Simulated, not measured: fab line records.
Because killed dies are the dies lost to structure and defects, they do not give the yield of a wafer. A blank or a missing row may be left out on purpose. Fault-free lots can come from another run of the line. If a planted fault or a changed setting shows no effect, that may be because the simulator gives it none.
fab line records    flow sky130
[record] lots = 6  wafers = 18  last_day = 50
route steps=708 shown VIA1@475 METAL2@483 PAD_OPEN@708
lots with no fault: from the same line, run without faults
start_h: the number of hours between the record's first day and the start of the first shown wafer of the lot    wait_h: hours elapsed since this lot's preceding step    " identical to the entry in the row above    L1.1+2: several wafers, shown together as one row    - no value present, or no start provided    * or withheld: withheld    < > ~ a bound
route shown NAME@n: names a module that has steps shown in the file, with the first one's number in the route    usual: the fault-free wafers' mean and standard deviation    same: alike in all rows    chamber/n: place in a boat    sites: the reading at each site    _std_site: standard deviation across them    _edge_site: outer sites' mean less inner sites'    radius_mm: for every site, how far away it sits from the centre of the wafer    mask NAME#n: copy n    behind: the most recent tool/chamber to have shaped the wafer    hold: what put the lot on hold/how long, in hours/how the hold closed    device: names the non-switching transistor (n, p or np)    end of line: the tests these same wafers got at the end of their route    a step given without rows: its recipe and nothing more    killed: not the wafer's yield, but the dies lost to structure and defects at the first sort    map: a wafer's dies, x killed, . not, _ none there
set.NAME: the setting that was run; set.NAME@STEP: the one run at that earlier step    model.NAME: the simulator's own value behind a step, which no gauge read
lots at some steps of the route; a table a step, a row a wafer
services: from which hour (start_h, from the record's first day; less than 0 if before it) a tool's chamber was out of use, for how many hours, and why
[[steps]]
[step SKY_VIA1_STRIP_17]
[recipe] chemistry = post_etch_residue_remover  time_s = 1200  temp_c = 72.5
[step SKY_VIA1_CLEAN_18]
[recipe] chemistry = IPA  time_s = 180  temp_c = 25
[step SKY_VIA1_CLEAN_19]
[recipe] chemistry = O3/DIW  dry = n2_spin
[step SKY_VIA1_SPUTTER_20]
[recipe] material = TiN  target_thk_nm = 20  chamber_pressure_pa = 5  power_w = 4000  time_s = 80
[usual] throttle_valve_pct = 30.4/1
lot.wafer  tool            chamber  start_h  wait_h  throttle_valve_pct
L138.1     pvd_sputter-01  -        825.56   0.0     31.1
L138.4     "               -        "        "       30.9
L138.5     "               -        "        "       30.5
L141.1     pvd_sputter-03  -        852.23   0.0     30.6
L141.3     "               -        "        "       29.5
L141.5     "               -        "        "       29.3
L146.3     pvd_sputter-01  -        881.41   0.0     29.7
L146.4     "               -        "        "       31.4
L146.6     "               -        "        "       31.2
L148.1     pvd_sputter-01  -        889.94   0.0     32.1
L148.4     "               -        "        "       30.5
L148.5     "               -        "        "       31.2
L150.2     pvd_sputter-03  -        903.11   0.0     30.4
L150.3     "               -        "        "       29.6
L150.4     "               -        "        "       29.2
L157.1     pvd_sputter-01  -        958.99   0.0     30.9
L157.5     "               -        "        "       29.7
L157.6     "               -        "        "       31.2
[step SKY_VIA1_CVD_21]
[recipe] material = W  target_thk_nm = 270  time_s = 80.902  temp_c = 400  pressure_torr = 40
[step SKY_VIA1_RS_MEAS_22]
[recipe] thk_meas_gauge = four-point-probe  reads = W_of_VIA1_CVD_21+TiN_of_VIA1_SPUTTER_20
[usual] VIA1_W_RS = 0.424/0.0041
lot.wafer  tool           chamber  start_h  wait_h  VIA1_W_RS[ohm/sq]
L138.1     film_metro-03  -        825.71   0.1     0.421
L138.4     "              -        "        "       0.424
L138.5     "              -        "        "       0.419
L141.1     film_metro-03  -        852.39   0.1     0.419
L141.3     "              -        "        "       0.422
L141.5     "              -        "        "       0.426
L146.3     film_metro-03  -        881.60   0.1     0.423
L146.4     "              -        "        "       0.426
L146.6     "              -        "        "       0.429
L148.1     film_metro-04  -        890.09   0.1     0.425
L148.4     "              -        "        "       0.421
L148.5     "              -        "        "       0.423
L150.2     film_metro-03  -        903.37   0.1     0.420
L150.3     "              -        "        "       0.416
L150.4     "              -        "        "       0.421
L157.1     film_metro-03  -        959.23   0.2     0.422
L157.5     "              -        "        "       0.421
L157.6     "              -        "        "       0.421
[step SKY_VIA1_THK_MEAS_23]
[recipe] thk_meas_gauge = xrf  reads = W_of_VIA1_CVD_21
[usual] VIA1_W_THK = 272/3.1
lot.wafer  tool           chamber  start_h  wait_h  VIA1_W_THK[nm]
L138.1     film_metro-03  -        825.83   0.1     271
L138.4     "              -        "        "       273
L138.5     "              -        "        "       276
L141.1     film_metro-03  -        852.51   0.1     276
L141.3     "              -        "        "       273
L141.5     "              -        "        "       270
L146.3     film_metro-03  -        881.70   0.1     276
L146.4     "              -        "        "       272
L146.6     "              -        "        "       271
L148.1     film_metro-04  -        890.21   0.1     270
L148.4     "              -        "        "       274
L148.5     "              -        "        "       273
L150.2     film_metro-03  -        903.48   0.1     275
L150.3     "              -        "        "       274
L150.4     "              -        "        "       273
L157.1     film_metro-03  -        959.35   0.1     276
L157.5     "              -        "        "       276
L157.6     "              -        "        "       277
[step SKY_VIA1_CMP_24]
[recipe] stop_on = SiO2  t_overpolish_s = 15  down_force_psi = 3.5  platen_rpm = 60  target_thk_nm = 0  pad_velocity_m_s = 0.94248
[step SKY_METAL2_SPUTTER_00]
[recipe] material = Ti  target_thk_nm = 15  power_w = 3000  time_s = 10  chamber_pressure_pa = 0.4
[usual] throttle_valve_pct = 30.1/0.84
lot.wafer  tool            chamber  start_h  wait_h  throttle_valve_pct
L138.1     pvd_sputter-03  -        826.37   0.2     28.8
L138.4     "               -        "        "       30.7
L138.5     "               -        "        "       29.1
L141.1     pvd_sputter-03  -        852.87   0.1     29.6
L141.3     "               -        "        "       29.3
L141.5     "               -        "        "       29.4
L146.3     pvd_sputter-03  -        882.04   0.1     28.9
L146.4     "               -        "        "       29.7
L146.6     "               -        "        "       29.2
L148.1     pvd_sputter-03  -        890.57   0.2     30.6
L148.4     "               -        "        "       29.7
L148.5     "               -        "        "       28.6
L150.2     pvd_sputter-02  -        903.83   0.1     29.6
L150.3     "               -        "        "       29.9
L150.4     "               -        "        "       30.2
L157.1     pvd_sputter-01  -        959.71   0.1     30.7
L157.5     "               -        "        "       32.2
L157.6     "               -        "        "       31.5
[step SKY_METAL2_SPUTTER_01]
[recipe] material = TiN  target_thk_nm = 20  power_w = 6500  time_s = 16.7  chamber_pressure_pa = 0.4
[step SKY_METAL2_SPUTTER_02]
[recipe] material = AlCu  target_thk_nm = 250  power_w = 10600  time_s = 13.79  chamber_pressure_pa = 0.4
[step SKY_METAL2_SPUTTER_03]
[recipe] material = Ti  target_thk_nm = 5  power_w = 3000  time_s = 3.3  chamber_pressure_pa = 0.4
[usual] throttle_valve_pct = 30.1/0.83
lot.wafer  tool            chamber  start_h  wait_h  throttle_valve_pct
L138.1     pvd_sputter-03  -        826.44   0.0     29.1
L138.4     "               -        "        "       30.5
L138.5     "               -        "        "       29.2
L141.1     pvd_sputter-03  -        852.94   0.0     29.8
L141.3     "               -        "        "       29.4
L141.5     "               -        "        "       29.0
L146.3     pvd_sputter-03  -        882.11   0.0     29.0
L146.4     "               -        "        "       29.6
L146.6     "               -        "        "       29.3
L148.1     pvd_sputter-03  -        890.64   0.0     30.5
L148.4     "               -        "        "       29.8
L148.5     "               -        "        "       29.0
L150.2     pvd_sputter-02  -        903.91   0.0     29.3
L150.3     "               -        "        "       29.7
L150.4     "               -        "        "       30.4
L157.1     pvd_sputter-01  -        959.78   0.0     30.7
L157.5     "               -        "        "       32.3
L157.6     "               -        "        "       31.0
[step SKY_METAL2_SPUTTER_04]
[recipe] material = TiN  target_thk_nm = 70  power_w = 6500  time_s = 58.3  chamber_pressure_pa = 0.4
[usual] throttle_valve_pct = 30.1/0.84
lot.wafer  tool            chamber  start_h  wait_h  throttle_valve_pct  model.TiN_of_METAL2_SPUTTER_04.thk_nm
L138.1     pvd_sputter-03  -        826.46   0.0     28.8                70.59
L138.4     "               -        "        "       30.7                69.56
L138.5     "               -        "        "       29.3                70.44
L141.1     pvd_sputter-03  -        852.96   0.0     29.4                70.2
L141.3     "               -        "        "       29.2                70.26
L141.5     "               -        "        "       29.5                70.31
L146.3     pvd_sputter-03  -        882.13   0.0     28.4                43.64
L146.4     "               -        "        "       29.6                44.27
L146.6     "               -        "        "       29.3                44.12
L148.1     pvd_sputter-03  -        890.66   0.0     30.3                42.48
L148.4     "               -        "        "       29.9                42.86
L148.5     "               -        "        "       28.8                43.07
L150.2     pvd_sputter-02  -        903.93   0.0     29.7                70.18
L150.3     "               -        "        "       30.1                70.5
L150.4     "               -        "        "       30.4                70.5
L157.1     pvd_sputter-01  -        959.80   0.0     30.8                68.59
L157.5     "               -        "        "       32.2                68.59
L157.6     "               -        "        "       31.4                68.87
[step SKY_METAL2_RS_MEAS_05]
[recipe] thk_meas_gauge = four-point-probe  reads = TiN_of_METAL2_SPUTTER_04+Ti_of_METAL2_SPUTTER_03+AlCu_of_METAL2_SPUTTER_02+TiN_of_METAL2_SPUTTER_01+Ti_of_METAL2_SPUTTER_00
[usual] METAL2_ALCU_RS = 0.1220/0.0012
lot.wafer  tool           chamber  start_h  wait_h  METAL2_ALCU_RS[ohm/sq]
L138.1     film_metro-03  -        826.51   0.0     0.1224
L138.4     "              -        "        "       0.1218
L138.5     "              -        "        "       0.1216
L141.1     film_metro-04  -        853.01   0.0     0.1230
L141.3     "              -        "        "       0.1225
L141.5     "              -        "        "       0.1221
L146.3     film_metro-01  -        882.22   0.1     0.1233
L146.4     "              -        "        "       0.1238
L146.6     "              -        "        "       0.1222
L148.1     film_metro-01  -        890.71   0.0     0.1226
L148.4     "              -        "        "       0.1235
L148.5     "              -        "        "       0.1231
L150.2     film_metro-04  -        903.99   0.0     0.1216
L150.3     "              -        "        "       0.1222
L150.4     "              -        "        "       0.1215
L157.1     film_metro-01  -        959.85   0.0     0.1216
L157.5     "              -        "        "       0.1230
L157.6     "              -        "        "       0.1213
[step SKY_METAL2_THK_MEAS_06]
[recipe] thk_meas_gauge = xrf  reads = AlCu_of_METAL2_SPUTTER_02
[usual] METAL2_ALCU_THK = 261.2/2.5
lot.wafer  tool           chamber  start_h  wait_h  METAL2_ALCU_THK[nm]
L138.1     film_metro-03  -        826.63   0.1     260.4
L138.4     "              -        "        "       261.4
L138.5     "              -        "        "       261.8
L141.1     film_metro-04  -        853.13   0.1     260.9
L141.3     "              -        "        "       261.9
L141.5     "              -        "        "       261.1
L146.3     film_metro-01  -        882.32   0.1     271.3
L146.4     "              -        "        "       270.3
L146.6     "              -        "        "       272.9
L148.1     film_metro-01  -        890.83   0.1     274.6
L148.4     "              -        "        "       273.0
L148.5     "              -        "        "       274.5
L150.2     film_metro-04  -        904.10   0.1     261.7
L150.3     "              -        "        "       260.7
L150.4     "              -        "        "       262.0
L157.1     film_metro-01  -        959.97   0.1     263.4
L157.5     "              -        "        "       259.5
L157.6     "              -        "        "       262.5
[step SKY_METAL2_DEHYDRATE_07]
[recipe] temp_c = 200  time_s = 60
[step SKY_METAL2_HMDS_08]
[recipe] prime_time_s = 60  prime_temp_c = 120
[step SKY_METAL2_COAT_09]
[recipe] resist = BARC  temp_c = withheld  time_s = withheld  spin_rpm = 3000  resist_thk_nm = 60
[step SKY_METAL2_COAT_10]
[recipe] resist = KrF-thick  spin_rpm = 3000  resist_thk_nm = 450
[step SKY_METAL2_SOFTBAKE_11]
[recipe] temp_c = 100  time_s = 90  resist = KrF-thick
[step SKY_METAL2_EXPOSE_12]
[recipe] mask_id = MM2  na = 0.8  source_shape = annular  sigma_inner = 0.55  sigma_outer = 0.85  target_cd_nm = 140  dose_mj = 28
[step SKY_METAL2_PEB_13]
[recipe] peb_temp_c = withheld  peb_time_s = withheld  resist = KrF-thick
[step SKY_METAL2_DEVELOP_14]
[recipe] develop_time_s = 60  resist = KrF-thick  dev_temp_c = 21
[step SKY_METAL2_CD_MEAS_15]
[recipe] target_cd_nm = 140
[usual] cd_nm = 140.1/1.5
lot.wafer  tool       chamber  start_h  wait_h  cd_nm
L138.1     cd_sem-02  -        853.29   -       140.6
L138.4     "          -        "        "       141.1
L138.5     "          -        "        "       139.8
L141.1     cd_sem-02  -        878.24   -       140.0
L141.3     "          -        "        "       141.1
L141.5     "          -        "        "       140.2
L146.3     cd_sem-01  -        907.65   -       140.2
L146.4     "          -        "        "       142.0
L146.6     "          -        "        "       141.3
L148.1     cd_sem-02  -        916.28   -       136.9
L148.4     "          -        "        "       135.3
L148.5     "          -        "        "       135.2
L150.2     cd_sem-02  -        928.96   -       139.7
L150.3     "          -        "        "       140.3
L150.4     "          -        "        "       139.4
L157.1     cd_sem-02  -        983.59   -       139.8
L157.5     "          -        "        "       140.5
L157.6     "          -        "        "       138.3
[step SKY_METAL2_OVL_MEAS_16]
[usual] METAL2_OVL = -5/5.4
lot.wafer  tool        chamber  start_h  wait_h  METAL2_OVL[nm]
L138.1     overlay-01  -        853.41   0.1     -6
L138.4     "           -        "        "       -14
L138.5     "           -        "        "       -2
L141.1     overlay-01  -        878.36   0.1     -8
L141.3     "           -        "        "       -7
L141.5     "           -        "        "       -1
L146.3     overlay-02  -        907.74   0.1     -4
L146.4     "           -        "        "       0
L146.6     "           -        "        "       -4
L148.1     overlay-02  -        916.40   0.1     -2
L148.4     "           -        "        "       -1
L148.5     "           -        "        "       -8
L150.2     overlay-01  -        929.07   0.1     -14
L150.3     "           -        "        "       -13
L150.4     "           -        "        "       -12
L157.1     overlay-01  -        983.71   0.1     -4
L157.5     "           -        "        "       -3
L157.6     "           -        "        "       -6
[step SKY_METAL2_DESCUM_17]
[recipe] chemistry = O2  source_power_w = 150  bias_power_w = 0  pressure_mtorr = 10  temp_c = 40  time_s = 8
[usual] drypump_motor_current_A = 5.8/0.44  oes_product_au = 1.004/0.0087
[same] bias_power_w = 0
lot.wafer  tool          chamber  start_h  wait_h  drypump_motor_current_A  oes_product_au  rf_hours_counter_h
L138.1     rie_metal-04  1        853.45   0.0     5.5                      1.010           16
L138.4     "             0        "        "       5.8                      0.999           -
L138.5     "             0        "        "       5.8                      0.987           -
L141.1     rie_metal-01  0        878.40   0.0     6.5                      1.003           11
L141.3     "             0        "        "       6.5                      1.006           -
L141.5     "             0        "        "       6.5                      1.004           -
L146.3     rie_metal-01  0        907.78   0.0     6.6                      1.016           -
L146.4     "             1        "        "       5.4                      1.000           -
L146.6     "             1        "        "       5.4                      0.991           -
L148.1     rie_metal-01  1        916.44   0.0     5.4                      0.995           1
L148.4     "             1        "        "       5.4                      0.985           -
L148.5     "             1        "        "       5.4                      0.995           -
L150.2     rie_metal-04  1        929.10   0.0     5.5                      1.001           2
L150.3     "             1        "        "       5.5                      1.010           -
L150.4     "             0        "        "       5.8                      0.994           -
L157.1     rie_metal-04  1        983.75   0.0     5.5                      1.005           4
L157.5     "             1        "        "       5.5                      1.018           -
L157.6     "             1        "        "       5.5                      1.009           -
[step SKY_METAL2_ETCH_18]
[recipe] chemistry = N2/H2  target = BARC  ion_energy_ev = 200  bias_w = 100  pressure_mtorr = 30  n2_flow_sccm = 100  h2_flow_sccm = 200  icp_w = 500  stop_on = SiO2  time_s = 45.9  target_depth_a = 600
[step SKY_METAL2_METAL_ETCH_19]
[recipe] target_depth_a = 3600  stop_on = SiO2  over_etch_frac = 0.3  time_s = 78  chemistry = Cl2/BCl3  resist_sidewall_deg = 88  pressure_mtorr = 10  icp_w = 900  bias_w = 48.5  Cl2_flow_sccm = 60  bcl3_flow_sccm = 30
[usual] drypump_motor_current_A = 5.8/0.44  oes_product_au = 0.852/0.008  throttle_valve_pct = 22.265/0.0083
lot.wafer  tool          chamber  start_h  wait_h  drypump_motor_current_A  oes_product_au  rf_hours_counter_h  throttle_valve_pct
L138.1     rie_metal-04  1        853.54   0.0     5.5                      0.848           16                  22.263
L138.4     "             0        "        "       5.8                      0.851           -                   22.259
L138.5     "             0        "        "       5.9                      0.853           -                   22.261
L141.1     rie_metal-01  0        878.59   0.1     6.5                      0.863           11                  22.270
L141.3     "             0        "        "       6.5                      0.844           -                   22.278
L141.5     "             0        "        "       6.5                      0.843           -                   22.270
L146.3     rie_metal-01  0        907.89   0.1     6.6                      0.851           -                   22.260
L146.4     "             1        "        "       5.4                      0.853           -                   22.275
L146.6     "             1        "        "       5.4                      0.859           -                   22.265
L148.1     rie_metal-01  1        916.53   0.0     5.4                      0.856           1                   22.263
L148.4     "             1        "        "       5.4                      0.862           -                   22.266
L148.5     "             1        "        "       5.4                      0.864           -                   22.255
L150.2     rie_metal-04  1        929.19   0.0     5.5                      0.856           2                   22.261
L150.3     "             1        "        "       5.5                      0.849           -                   22.274
L150.4     "             0        "        "       5.8                      0.851           -                   22.266
L157.1     rie_metal-04  1        983.94   0.1     5.5                      0.850           4                   22.284
L157.5     "             1        "        "       5.5                      0.863           -                   22.271
L157.6     "             1        "        "       5.5                      0.847           -                   22.252
[step SKY_METAL2_STRIP_20]
[recipe] chemistry = O2/N2  power_w = 1400  pressure_mtorr = 1500  platen_temp_c = withheld  o2_flow_sccm = 3000  n2_flow_sccm = 300  overash_fraction = 0.5
[step SKY_METAL2_STRIP_21]
[recipe] chemistry = post_etch_residue_remover  time_s = 1200  temp_c = 72.5
lot.wafer  tool          chamber  start_h  wait_h  model.TiN_of_METAL2_SPUTTER_04.thk_nm
L138.1     wet_bench-01  0        853.73   0.1     70.17
L138.4     "             0        "        "       69.14
L138.5     "             0        "        "       70.02
L141.1     wet_bench-04  0        878.87   0.1     69.79
L141.3     "             0        "        "       69.84
L141.5     "             0        "        "       69.89
L146.3     wet_bench-04  2        908.05   0.0     43.22
L146.4     "             2        "        "       43.85
L146.6     "             2        "        "       43.69
L148.1     wet_bench-01  2        916.72   0.1     42.06
L148.4     "             2        "        "       42.44
L148.5     "             2        "        "       42.66
L150.2     wet_bench-01  3        929.38   0.1     69.76
L150.3     "             3        "        "       70.07
L150.4     "             3        "        "       70.08
L157.1+5   wet_bench-04  1        984.22   0.1     68.16
L157.6     "             1        "        "       68.45
[step SKY_METAL2_CLEAN_22]
[recipe] chemistry = IPA  time_s = 180  temp_c = 25
[step SKY_PAD_OPEN_PROBE_99]
[usual] defect_limited_yield = 82.4/1.8  killed_at_M0_to_M3 = 43/6.8  killed_at_M4_up = 3.1/1.6  killed_at_contacts = 24/5.4  killed_at_front_end = 16/4.4  killed_at_other = 0.2/0.48  killed_dies = 87/8.8  killed_open = 48/6.4  killed_short = 39/6.2  sort_bin_3_pad_short = 0.9/0.43  sort_bin_5_function = 10.5/1.4  sort_bin_6_memory = 6.2/1.1  sort_n_pass = 405/8.8  sort_yield_pct = 82.4/1.8
[same] gross_dies = 492  killed_at_back_side = 0  sort_bin_4_leakage[%] = 0  sort_bin_8_speed[%] = 0
lot.wafer  tool       chamber  start_h  wait_h  defect_limited_yield[%]  killed_at_M0_to_M3  killed_at_M4_up  killed_at_contacts  killed_at_front_end  killed_at_other  killed_dies  killed_open  killed_short  sort_bin_3_pad_short[%]  sort_bin_5_function[%]  sort_bin_6_memory[%]  sort_n_pass  sort_yield_pct[%]  model.etest.via2_chain.rc_ohm
L138.1     prober-02  -        1101.12  0.1     83.3                     43                  4                23                  12                   0                82           42           40            0.8                      9.6                     6.3                   410          83.3               10.25
L138.4     prober-02  -        1101.27  0.2     80.9                     46                  4                31                  12                   1                94           52           42            1.0                      12.0                    6.1                   398          80.9               9.673
L138.5     prober-02  -        1101.32  0.2     83.7                     43                  2                18                  16                   1                80           40           40            0.2                      10.2                    5.9                   412          83.7               9.324
L141.1     prober-01  -        1122.81  0.1     84.6                     35                  1                25                  14                   1                76           42           34            0.6                      8.9                     5.9                   416          84.6               9.86
L141.3     prober-01  -        1122.91  0.2     81.9                     41                  4                23                  21                   0                89           45           44            1.0                      9.1                     7.9                   403          81.9               10.13
L141.5     prober-01  -        1123.01  0.2     81.5                     55                  1                20                  15                   0                91           45           46            1.2                      11.8                    5.5                   401          81.5               10.56
L146.3     prober-02  -        1145.67  0.2     83.1                     42                  3                23                  15                   0                83           43           40            1.0                      10.0                    5.9                   409          83.1               9.676
L146.4     prober-02  -        1145.72  0.2     83.3                     53                  4                16                  9                    0                82           42           40            0                        10.6                    6.1                   410          83.3               9.458
L146.6     prober-02  -        1145.82  0.2     82.1                     48                  4                22                  14                   0                88           48           40            0.8                      9.6                     7.5                   404          82.1               9.127
L148.1     prober-02  -        1151.69  0.1     83.1                     37                  5                22                  19                   0                83           45           38            0.2                      11.8                    4.9                   409          83.1               8.876
L148.4     prober-02  -        1151.84  0.2     82.7                     45                  5                19                  15                   1                85           48           37            1.0                      10.6                    5.7                   407          82.7               8.845
L148.5     prober-02  -        1151.89  0.2     86.2                     36                  0                21                  10                   1                68           37           31            1.2                      6.9                     5.7                   424          86.2               9.079
L150.2     prober-02  -        1159.28  0.1     82.1                     44                  0                33                  11                   0                88           49           39            0.8                      8.9                     8.1                   404          82.1               9.816
L150.3     prober-02  -        1159.33  0.2     81.1                     37                  5                28                  23                   0                93           46           47            1.2                      10.8                    6.9                   399          81.1               10.05
L150.4     prober-02  -        1159.38  0.2     76.0                     57                  5                32                  22                   2                118          64           54            1.0                      14.6                    8.3                   374          76.0               10.12
L157.1     prober-01  -        1198.98  0.1     83.1                     40                  2                23                  18                   0                83           45           38            0.4                      11.0                    5.5                   409          83.1               10.07
L157.5     prober-01  -        1199.18  0.2     85.2                     29                  5                24                  15                   0                73           34           39            1.2                      9.3                     4.3                   419          85.2               9.613
L157.6     prober-01  -        1199.23  0.2     85.2                     30                  1                32                  10                   0                73           42           31            1.8                      8.7                     4.3                   419          85.2               9.59
// killed by level:class
L138.1 METAL1:geometric_particle:short=10 CONTACT:geometric_particle:short=7 CONTACT:geometric_particle:open=7 VIA2:geometric_particle:open=7 LI_CONTACT:geometric_particle:open=6 VIA1:geometric_particle:open=6 VIA3:geometric_particle:open=6 POLY_GATE:geometric_particle:open=4
L138.4 CONTACT:geometric_particle:open=16 METAL1:geometric_particle:short=8 LI_CONTACT:geometric_particle:open=7 VIA3:geometric_particle:open=7 VIA1:geometric_particle:open=6 METAL3:geometric_particle:short=6 VIA1:geometric_particle:short=5 FIELD_ISO:geometric_particle:open=4
L138.5 METAL1:geometric_particle:short=10 LI_CONTACT:geometric_particle:open=9 VIA1:geometric_particle:open=7 VIA1:geometric_particle:short=6 FIELD_ISO:geometric_particle:open=5 CONTACT:geometric_particle:open=5 POLY_GATE:geometric_particle:short=4 METAL3:geometric_particle:short=4
L141.1 VIA1:geometric_particle:open=13 CONTACT:geometric_particle:open=8 LI_CONTACT:geometric_particle:open=7 CONTACT:geometric_particle:short=7 METAL2:geometric_particle:short=6 FIELD_ISO:geometric_particle:open=4 VIA3:geometric_particle:open=4 FIELD_ISO:geometric_particle:short=3
L141.3 VIA1:geometric_particle:open=12 CONTACT:geometric_particle:open=9 FIELD_ISO:geometric_particle:open=7 CONTACT:geometric_particle:short=6 METAL2:geometric_particle:short=6 VIA3:geometric_particle:open=6 LOCAL_INTERCONNECT:geometric_particle:short=4 FIELD_ISO:geometric_particle:short=4
L141.5 VIA1:geometric_particle:open=13 CONTACT:geometric_particle:open=11 FIELD_ISO:geometric_particle:short=7 VIA2:geometric_particle:open=7 METAL2:geometric_particle:short=6 METAL1:geometric_particle:short=6 VIA1:geometric_particle:short=5 VIA3:geometric_particle:short=5
L146.3 VIA1:geometric_particle:open=13 CONTACT:geometric_particle:short=6 METAL1:geometric_particle:short=6 FIELD_ISO:geometric_particle:short=5 LOCAL_INTERCONNECT:geometric_particle:short=5 CONTACT:geometric_particle:open=5 METAL2:geometric_particle:short=5 VIA3:geometric_particle:open=5
L146.4 VIA2:geometric_particle:open=12 VIA1:geometric_particle:open=9 METAL1:geometric_particle:short=7 LOCAL_INTERCONNECT:geometric_particle:short=6 CONTACT:geometric_particle:open=5 VIA1:geometric_particle:short=5 VIA3:geometric_particle:open=5 FIELD_ISO:geometric_particle:short=4
L146.6 VIA1:geometric_particle:open=10 LI_CONTACT:geometric_particle:open=8 VIA2:geometric_particle:short=7 CONTACT:geometric_particle:open=6 METAL1:geometric_particle:short=6 VIA2:geometric_particle:open=6 METAL2:geometric_particle:short=5 POLY_GATE:geometric_particle:open=5
L148.1 CONTACT:geometric_particle:open=12 VIA1:geometric_particle:open=8 VIA2:geometric_particle:open=7 POLY_GATE:geometric_particle:open=4 POLY_GATE:geometric_particle:short=4 SPACER:geometric_particle:short=4 LI_CONTACT:geometric_particle:open=4 METAL2:geometric_particle:short=4
L148.4 VIA1:geometric_particle:open=12 CONTACT:geometric_particle:open=10 METAL2:geometric_particle:short=6 VIA2:geometric_particle:open=6 VIA3:geometric_particle:open=5 POLY_GATE:geometric_particle:short=4 POLY_GATE:geometric_particle:open=4 VIA1:geometric_particle:short=4
L148.5 CONTACT:geometric_particle:open=9 LI_CONTACT:geometric_particle:open=7 VIA3:geometric_particle:open=7 VIA1:geometric_particle:short=6 METAL2:geometric_particle:short=5 VIA2:geometric_particle:open=4 VIA1:geometric_particle:open=4 FIELD_ISO:geometric_particle:short=3
L150.2 CONTACT:geometric_particle:open=11 VIA1:geometric_particle:open=11 VIA1:geometric_particle:short=8 LI_CONTACT:geometric_particle:open=7 VIA2:geometric_particle:open=6 LOCAL_INTERCONNECT:geometric_particle:short=5 CONTACT:geometric_particle:short=5 METAL2:geometric_particle:short=5
L150.3 VIA1:geometric_particle:open=12 POLY_GATE:geometric_particle:open=9 CONTACT:geometric_particle:open=7 LOCAL_INTERCONNECT:geometric_particle:short=6 CONTACT:geometric_particle:short=6 METAL1:geometric_particle:short=6 METAL2:geometric_particle:short=5 VIA2:geometric_particle:open=5
L150.4 METAL1:geometric_particle:short=12 VIA1:geometric_particle:open=12 LI_CONTACT:geometric_particle:open=10 POLY_GATE:geometric_particle:open=9 CONTACT:geometric_particle:open=8 VIA2:geometric_particle:open=8 LOCAL_INTERCONNECT:geometric_particle:short=6 CONTACT:geometric_particle:short=6
L157.1 LI_CONTACT:geometric_particle:open=8 FIELD_ISO:geometric_particle:open=6 VIA1:geometric_particle:open=6 METAL2:geometric_particle:short=6 LI_CONTACT:geometric_particle:short=5 CONTACT:geometric_particle:open=5 METAL3:geometric_particle:short=5 VIA3:geometric_particle:open=5
L157.5 LI_CONTACT:geometric_particle:open=7 CONTACT:geometric_particle:open=7 FIELD_ISO:geometric_particle:short=6 VIA2:geometric_particle:open=6 LOCAL_INTERCONNECT:geometric_particle:short=6 METAL1:geometric_particle:short=4 METAL2:geometric_particle:short=4 FIELD_ISO:geometric_particle:open=3
L157.6 CONTACT:geometric_particle:open=10 LI_CONTACT:geometric_particle:open=8 CONTACT:geometric_particle:short=7 VIA3:geometric_particle:open=6 VIA2:geometric_particle:open=5 LI_CONTACT:geometric_particle:short=4 VIA1:geometric_particle:open=4 METAL2:geometric_particle:short=4
[[services]]
tool            chamber  start_h  hours  kind
rie_metal-01    -        811.77   2.8    pm
pvd_sputter-03  3        832.59   -      consumable_replace:kit
pvd_sputter-03  3        832.59   18.0   scheduled_down
pvd_sputter-03  3        832.59   18.0   vent_cycle
rie_metal-04    1        856.42   -      clean
rie_metal-04    1        856.42   19.0   scheduled_down
rie_metal-04    1        856.42   19.0   vent_cycle
rie_metal-01    1        873.87   -      clean
rie_metal-01    1        873.87   24.4   scheduled_down
rie_metal-01    1        873.87   24.4   vent_cycle
pvd_sputter-02  0        879.54   -      consumable_replace:kit
pvd_sputter-03  -        907.00   6.3    repair
pvd_sputter-03  -        912.09   11.4   repair
pvd_sputter-01  0        924.05   -      consumable_replace:kit
pvd_sputter-01  0        924.05   18.0   scheduled_down
pvd_sputter-01  0        924.05   18.0   vent_cycle
pvd_sputter-03  -        928.44   5.1    repair
pvd_sputter-01  -        934.40   0.5    repair
wet_bench-04    -        953.24   4.8    repair
rie_metal-04    0        969.71   -      clean
rie_metal-04    0        969.71   22.2   scheduled_down
rie_metal-04    0        969.71   22.2   vent_cycle
pvd_sputter-01  -        970.09   9.2    repair
pvd_sputter-02  -        972.30   2.4    repair
[[key]]
[first_sign] step = SKY_METAL2_THK_MEAS_06  reading = METAL2_ALCU_THK  direction = up  sigmas = 4.5  usual = 261.2  struck = 272.8
effect none on later readings
[model_effect] step = SKY_METAL2_SPUTTER_04  value = TiN_of_METAL2_SPUTTER_04.thk_nm  without = 70.35  struck = 43.41
[model_effect] step = SKY_METAL2_STRIP_21  value = TiN_of_METAL2_SPUTTER_04.thk_nm  without = 69.93  struck = 42.99
[model_effect] step = SKY_PAD_OPEN_PROBE_99  value = etest.via2_chain.rc_ohm  without = 9.929  struck = 9.177
met_at SKY_METAL2_SPUTTER_04
struck_wafers L146.3,L146.4,L146.6,L148.1,L148.4,L148.5
onset_between 852.96 882.13
also_fits SKY_METAL2_SPUTTER_00:pvd_sputter-03,SKY_METAL2_SPUTTER_03:pvd_sputter-03
[fault] kind = process_parameter_drift  tool = pvd_sputter-03  chamber = -  onset_h = 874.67  steps = SKY_METAL2_SPUTTER_04  channel = time_s  offset = *  shape = step  end_h = 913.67  acts_in = *  stated = *
